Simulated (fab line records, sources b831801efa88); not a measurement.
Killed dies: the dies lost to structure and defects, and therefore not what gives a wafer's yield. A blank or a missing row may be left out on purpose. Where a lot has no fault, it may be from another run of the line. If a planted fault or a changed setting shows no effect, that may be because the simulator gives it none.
One fault through the eyes of 2 desks :: flow gf180mcu :: what lay behind the numbers comes last; until then each desk has only its own

## THE TOOL OWNER'S DESK: pvdSputter-02
At GF_V5_SPUTTER_22 (material TiN, target thk 10 nm, time 40 s) the tool's own readings: per lot run on this tool, the mean of the sampled wafers that have a number. Any lot whose mean is over 4 standard deviations away from the usual mean is out of limits and marked OUT; that distance is given in the brackets.
Columns: A = throttleValvePct at GF_V5_SPUTTER_22, usual 29.6 %
lot: L317
first seen here: day 28 19:55
A: 29.0

lot: L329
first seen here: day 32 09:44
A: 29.7

lot: L331
first seen here: day 32 23:52
A: 29.4
This desk found nothing out of limits on any of the 3 lots.

## FROM THE METROLOGY DESK
Lot by lot, what the gauges showed, no matter which tool ran the lot: averages of those sampled wafers that carry a number. Any lot whose mean is over 4 standard deviations away from the usual mean is out of limits and marked OUT; that distance is given in the brackets.
Columns: A = cdNm at GF_V5_CD_MEAS_14, usual 260.0 nm; B = V5_OVL at GF_V5_OVL_MEAS_15, usual 1 nm
lot: L314
first seen here: day 28 00:46
A: 261.8
B: 5

lot: L317
first seen here: day 28 19:02
A: 259.8
B: -6

lot: L329
first seen here: day 32 08:26
A: 259.7
B: 3

lot: L331
first seen here: day 32 22:58
A: 260.4
B: -4

lot: L332
first seen here: day 32 23:22
A: 261.5
B: 2

lot: L336
first seen here: day 33 19:28
A: 259.3
B: 14
This desk found nothing out of limits on any of the 6 lots.

## PUT TOGETHER
The desk of the tool owner found nothing out of limits.
At the metrology desk, nothing out of limits was observed.

## WHAT THE SIMULATOR PUT IN
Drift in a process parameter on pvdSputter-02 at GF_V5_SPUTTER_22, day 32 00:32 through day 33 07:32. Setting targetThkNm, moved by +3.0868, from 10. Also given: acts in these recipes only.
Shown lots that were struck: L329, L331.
